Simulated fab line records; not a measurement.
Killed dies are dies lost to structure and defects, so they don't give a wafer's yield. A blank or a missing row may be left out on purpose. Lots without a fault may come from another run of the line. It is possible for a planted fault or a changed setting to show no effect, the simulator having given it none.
8D (eight disciplines) problem report, filled in by code | flow gf180mcu | the parts of the form that need people (team, actions taken, sign-off) are left out

== 1. WHAT IS WRONG ==
Wafers without a fault read 56.60 W, standard deviation 0.043; heater power total W at GF_VT_IMPLANT_SOFTBAKE_03 reads a mean of 71.43 W on 3 wafers belonging to 2 lots. So: +99 or more standard deviations from the usual mean.
The step: time 60 s.
The first sign was on wafer L612.2 at day 8 07:35, on litho track-02. At this step, 39 wafers from 13 lots have a number in the record. By rule, "out" or "out of limits" means more than 4 standard deviations away from the usual mean. All remaining wafers that have a number are taken as sound.

== 2. WHAT IT IS, WHAT IT ISN'T ==
question                    | is                                 | is not
which readings at this step | heater power total W, run length s | -
which lots                  | L612, L614                         | L602, L605, L606, L608, L617, L619, L620, L621, L622, L623, L624
which wafers of those lots  | L612.2, L614.2, L614.5             | L612.1, L612.6, L614.3
read on which tools         | litho track-02                     | litho track-01, litho track-03
when                        | from day 8 07:35                   | up to then (14 sound wafers); but 22 sound wafers of L614, L617, L619, L620, L621, L622, L623, L624 came after

== 3. THE SUSPECTS, EACH WITH WHAT RULES IT OUT ==
Counting: a tool at a process step up to the reading stays a suspect if it ran every lot that is out. Sound lots after the first of them don't rule it out here, since some wafers of a struck lot are sound.
- litho track-02 at GF_VT_IMPLANT_SOFTBAKE_03 (time 60 s): kept. It processed each lot that is out (first: L612, day 8 07:35); up to then, its last sound lot is L608 (day 7 04:11). Its own readings are out on those wafers: heater power total W, run length s.
The count leaves litho track-02 at GF_VT_IMPLANT_SOFTBAKE_03.

== 4. THE CAUSE (what the simulator had put in) ==
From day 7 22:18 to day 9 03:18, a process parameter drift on litho track-02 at GF_VT_IMPLANT_SOFTBAKE_03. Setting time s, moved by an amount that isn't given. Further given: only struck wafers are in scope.
This tool alone remained once counting was done.

== 5. SEQUENCE OF EFFECTS, ordered by route ==
One row per reading whose mean, taken over the struck wafers that have a number, lies over 3 standard deviations from the usual. Only readings for which the record gives a usual standard deviation are gone through. hours: the time from each lot's start at the first step in this table that gives one to its start at this step, as a median over the lots. sigmas: the change in usual standard deviations.
hours | step                      | reading                  | usual   | on struck wafers | change | sigmas
0     | GF_VT_IMPLANT_SOFTBAKE_03 | heater power total W     | 56.60 W | 71.43            | +14.83 | +99 or more
0     | GF_VT_IMPLANT_SOFTBAKE_03 | run length s             | 89.18 s | 58.87            | -30.31 | -99 or more
9     | GF_VT_IMPLANT_STRIP_09    | strip time to endpoint s | 12.63 s | 12.80            | +0.17  | +4.5
It contains these process steps:
- GF_VT_IMPLANT_SOFTBAKE_03: time 60 s.
- GF_VT_IMPLANT_STRIP_09: strips in O2/N2.
At these later measuring or inspecting steps, every struck wafer for which the step has a row has a number for every such reading, and none has moved that far: GF_VT_IMPLANT_TW_MEAS_21.

== 6. HOW IT WOULD HAVE BEEN CAUGHT EARLIER ==
First out-of-limits reading in this record: day 8 07:35, which is 9 hours after fault onset at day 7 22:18.
